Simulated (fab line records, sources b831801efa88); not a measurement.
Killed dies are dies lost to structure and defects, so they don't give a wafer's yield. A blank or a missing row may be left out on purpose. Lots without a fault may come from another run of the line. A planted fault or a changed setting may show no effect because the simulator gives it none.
Which tool did it? | flow gf180mcu | 13 lots, 39 wafers sampled, at 4 steps of a route of 602

WHAT THE GAUGES READ, wafer by wafer
GF_M2_CD_MEAS_14: target cd 280 nm.
lot  | measured     | on        | cd_nm (nm)
L510 | day 19 03:18 | cd_sem-02 | 278.9 281.6 279.3
L511 | day 19 15:10 | cd_sem-02 | 279.7 280.1 280.0
L512 | day 19 22:05 | cd_sem-01 | 278.8 280.2 279.6
L513 | day 20 09:10 | cd_sem-02 | 281.5 281.5 281.3
L514 | day 20 16:54 | cd_sem-02 | 280.2 280.3 279.8
L515 | day 21 03:37 | cd_sem-02 | 279.2 279.7 278.3
L516 | day 21 13:02 | cd_sem-01 | 280.2 279.6 279.8
L520 | day 23 01:48 | cd_sem-01 | 284.8 283.9 284.2
L526 | day 24 20:28 | cd_sem-02 | 281.0 280.5 280.6
L529 | day 25 18:25 | cd_sem-01 | 278.4 279.9 279.4
L530 | day 26 00:26 | cd_sem-02 | 278.3 278.2 277.5
L532 | day 26 18:39 | cd_sem-01 | 281.2 281.2 281.6
L533 | day 27 04:11 | cd_sem-01 | 280.9 281.6 282.2

WHICH TOOL RAN EACH LOT (tool, then ch and the chambers of the sampled wafers, then the start)
lot  | GF_V1_ETCH_17                                 | GF_M2_SPUTTER_03             | GF_M2_EXPOSE_11
L510 | rie_diel-03 ch 0,2,3, day 18 02:43 or earlier | pvd_sputter-02, day 18 02:43 | krf_scanner-02 ch 0, day 18 15:14
L511 | rie_diel-03 ch 1,3, day 18 14:44 or earlier   | pvd_sputter-03, day 18 14:44 | krf_scanner-02 ch 0, day 19 02:55
L512 | rie_diel-01 ch 0,1, day 18 21:26 or earlier   | pvd_sputter-03, day 18 21:26 | krf_scanner-01 ch 0, day 19 10:10
L513 | rie_diel-04 ch 1,2,3, day 19 08:36 or earlier | pvd_sputter-02, day 19 08:36 | krf_scanner-02 ch 0, day 19 21:11
L514 | rie_diel-04 ch 1,2,3, day 19 16:22 or earlier | pvd_sputter-02, day 19 16:22 | krf_scanner-02 ch 0, day 20 05:06
L515 | rie_diel-04 ch 1,2, day 20 03:14 or earlier   | pvd_sputter-04, day 20 03:14 | krf_scanner-02 ch 0, day 20 15:31
L516 | rie_diel-04 ch 0,1, day 20 13:08 or earlier   | pvd_sputter-04, day 20 13:08 | krf_scanner-01 ch 0, day 21 01:37
L520 | rie_diel-04 ch 0,1, day 22 02:43 or earlier   | pvd_sputter-02, day 22 02:43 | krf_scanner-01 ch 0, day 22 14:01
L526 | rie_diel-03 ch 0,2,3, day 24 01:08 or earlier | pvd_sputter-02, day 24 01:08 | krf_scanner-02 ch 0, day 24 10:41
L529 | rie_diel-01 ch 0,2, day 24 21:17 or earlier   | pvd_sputter-03, day 24 21:17 | krf_scanner-02 ch 0, day 25 08:47
L530 | rie_diel-04 ch 0,2,3, day 25 03:05 or earlier | pvd_sputter-04, day 25 03:05 | krf_scanner-02 ch 0, day 25 14:29
L532 | rie_diel-04 ch 0,2, day 25 21:53 or earlier   | pvd_sputter-04, day 25 21:53 | krf_scanner-02 ch 0, day 26 09:08
L533 | rie_diel-03 ch 0,2, day 26 08:16 or earlier   | pvd_sputter-03, day 26 08:16 | krf_scanner-02 ch 0, day 26 17:56
- GF_V1_ETCH_17: etches SiO2 in C4F8/O2/Ar, stops on TiN, target depth 630 nm.
- GF_M2_SPUTTER_03: material Ti, target thk 10 nm, time 6.7 s.
- GF_M2_EXPOSE_11: exposes mask Metal2, target cd 280 nm.

WHAT THE TOOLS THEMSELVES READ (means of the sampled wafers that have a number; where no wafer has one, the mark that the record gives instead)
GF_V1_ETCH_17.
lot  | tool        | oes_product_au (a.u.)
L510 | rie_diel-03 | 0.859
L511 | rie_diel-03 | 0.853
L512 | rie_diel-01 | 0.855
L513 | rie_diel-04 | 0.859
L514 | rie_diel-04 | 0.854
L515 | rie_diel-04 | 0.856
L516 | rie_diel-04 | 0.856
L520 | rie_diel-04 | 0.856
L526 | rie_diel-03 | 0.855
L529 | rie_diel-01 | 0.853
L530 | rie_diel-04 | 0.851
L532 | rie_diel-04 | 0.856
L533 | rie_diel-03 | 0.857

GF_M2_SPUTTER_03.
lot  | tool           | substrate_temp_c (C) | throttle_valve_pct (%)
L510 | pvd_sputter-02 | 299.90               | 30.6
L511 | pvd_sputter-03 | 300.04               | 30.2
L512 | pvd_sputter-03 | 299.89               | 30.2
L513 | pvd_sputter-02 | 299.95               | 29.8
L514 | pvd_sputter-02 | 299.80               | 31.0
L515 | pvd_sputter-04 | 299.72               | 31.4
L516 | pvd_sputter-04 | 299.97               | 31.2
L520 | pvd_sputter-02 | 300.00               | 29.8
L526 | pvd_sputter-02 | 299.93               | 29.3
L529 | pvd_sputter-03 | 299.85               | 30.1
L530 | pvd_sputter-04 | 300.02               | 30.5
L532 | pvd_sputter-04 | 299.99               | 30.9
L533 | pvd_sputter-03 | 299.85               | 30.1

GF_M2_EXPOSE_11.
lot  | tool           | exposure_dose_mJ_cm2 | reticle_temp_C (C)
L510 | krf_scanner-02 | 27.95                | 22.88
L511 | krf_scanner-02 | 27.95                | 22.90
L512 | krf_scanner-01 | 28.25                | 22.99
L513 | krf_scanner-02 | 27.95                | 22.97
L514 | krf_scanner-02 | 27.95                | 22.92
L515 | krf_scanner-02 | 27.95                | 22.95
L516 | krf_scanner-01 | 28.24                | 22.99
L520 | krf_scanner-01 | 27.36                | 23.07
L526 | krf_scanner-02 | 27.95                | 22.85
L529 | krf_scanner-02 | 27.97                | 22.83
L530 | krf_scanner-02 | 27.93                | 22.94
L532 | krf_scanner-02 | 27.97                | 23.02
L533 | krf_scanner-02 | 27.91                | 23.08

THE ANSWER, worked out from the rows above alone
Rule: what is usual is taken from the lots themselves. Put in order of their means at a reading, lots are off if they are a third of the lots or fewer, leave a main group of 4 or more, and stand apart from it by a gap of 3 or more times the standard deviation of the main group's means; of several such gaps the widest counts. A main group whose means are all the same, to the digits that the tables above print for the reading, isn't used. A lot without any number at a reading at which 4 lots or more have one is off too. The other lots that the step has rows for count as sound. The gauges are gone through in route order, then the tools' own readings, and for those a lot's mean is taken as printed above. The first step at which some lot is off is used, and at that step the reading that is off furthest; a lot without a number counts as furthest.
Off: L520, at GF_M2_EXPOSE_11 (exposure_dose_mJ_cm2). The main group: mean 28.00, standard deviation 0.11.
A tool fits if, at that step or a process step before it, it ran every lot that is off, and no sound lot after the first of them. GF_V1_ETCH_17 gives no start for some lots, so the hours and the order of its lots are those of GF_M2_SPUTTER_03. One fits: krf_scanner-01 at GF_M2_EXPOSE_11. Its last sound lot is L516 (day 21 01:37), its first lot that is off L520 (day 22 14:01): a fault that began between those two fits.
The tool's own readings at GF_M2_EXPOSE_11 bear it out: on the lots that are off they differ by more than 5 times the standard deviation of the sound lots' means. exposure_dose_mJ_cm2 reads 27.36 there against 28.00 on the sound lots.

WHAT THE SIMULATOR HAD PUT IN
Process parameter drift: krf_scanner-01, from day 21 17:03 on, at GF_M2_EXPOSE_11. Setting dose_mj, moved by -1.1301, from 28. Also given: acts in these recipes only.
Lots struck among those shown: L520. The rule above found the same.
